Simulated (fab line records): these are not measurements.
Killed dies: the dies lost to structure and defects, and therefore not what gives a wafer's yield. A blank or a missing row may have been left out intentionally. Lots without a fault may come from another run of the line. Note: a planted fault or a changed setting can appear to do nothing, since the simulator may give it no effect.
Chamber matching / flow gf180mcu / 4 sister chambers for GF_SAB_ETCH_11 on rieDiel-03
The step etches SiO2 in C4F8/O2/Ar, target depth 55 nm, time 8.5 s. 4 wafers are shown with their chamber, then 12 later ones without.

## WAFERS PAIRED WITH THEIR CHAMBERS
wafer=L089.3; chamber=1; oesProductAu (a.u.)=1.009
wafer=L089.6; chamber=3; oesProductAu (a.u.)=0.997
wafer=L091.1; chamber=0; oesProductAu (a.u.)=1.018
wafer=L091.6; chamber=2; oesProductAu (a.u.)=1.003

## WAFERS WITH NO CHAMBER GIVEN
wafer=L095.1; oesProductAu (a.u.)=1.015
wafer=L095.2; oesProductAu (a.u.)=1.004
wafer=L095.3; oesProductAu (a.u.)=1.010
wafer=L095.4; oesProductAu (a.u.)=0.995
wafer=L095.5; oesProductAu (a.u.)=1.012
wafer=L095.6; oesProductAu (a.u.)=1.006
wafer=L097.1; oesProductAu (a.u.)=0.999
wafer=L097.2; oesProductAu (a.u.)=1.007
wafer=L097.3; oesProductAu (a.u.)=1.012
wafer=L097.4; oesProductAu (a.u.)=0.990
wafer=L097.5; oesProductAu (a.u.)=0.992
wafer=L097.6; oesProductAu (a.u.)=0.998

## WHICH CHAMBER EACH ONE RAN IN
wafer=L095.1; from the rows above=can't be placed: 0 or 1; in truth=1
wafer=L095.2; from the rows above=can't be placed: 2 or 1 or 3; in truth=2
wafer=L095.3; from the rows above=can't be placed: 1 or 2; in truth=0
wafer=L095.4; from the rows above=can't be placed: 3 or 2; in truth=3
wafer=L095.5; from the rows above=can't be placed: 1 or 0 or 2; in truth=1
wafer=L095.6; from the rows above=can't be placed: 1 or 2 or 3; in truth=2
wafer=L097.1; from the rows above=can't be placed: 3 or 2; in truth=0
wafer=L097.2; from the rows above=can't be placed: 1 or 2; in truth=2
wafer=L097.3; from the rows above=can't be placed: 1 or 0 or 2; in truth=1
wafer=L097.4; from the rows above=can't be placed: 3 or 2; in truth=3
wafer=L097.5; from the rows above=can't be placed: 3 or 2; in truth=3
wafer=L097.6; from the rows above=can't be placed: 3 or 2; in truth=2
0 of 12 placed correctly. Cannot be placed on the basis of these rows: 12; the candidates contain the true chamber in 10. Wrongly placed: 0.
How it was worked out, from the rows above alone: a wafer's distance from a chamber is the root of the sum, over the readings, of the square of ((its reading less the chamber's mean) divided by the reading's scatter). The wafer belongs to the nearest chamber; if the next one is less than 2 further off, it can't be placed. A chamber's mean is the mean of its shown wafers. The scatter: root of mean squared gap, hidden wafer to nearest shown wafer, with one shown wafer a chamber.
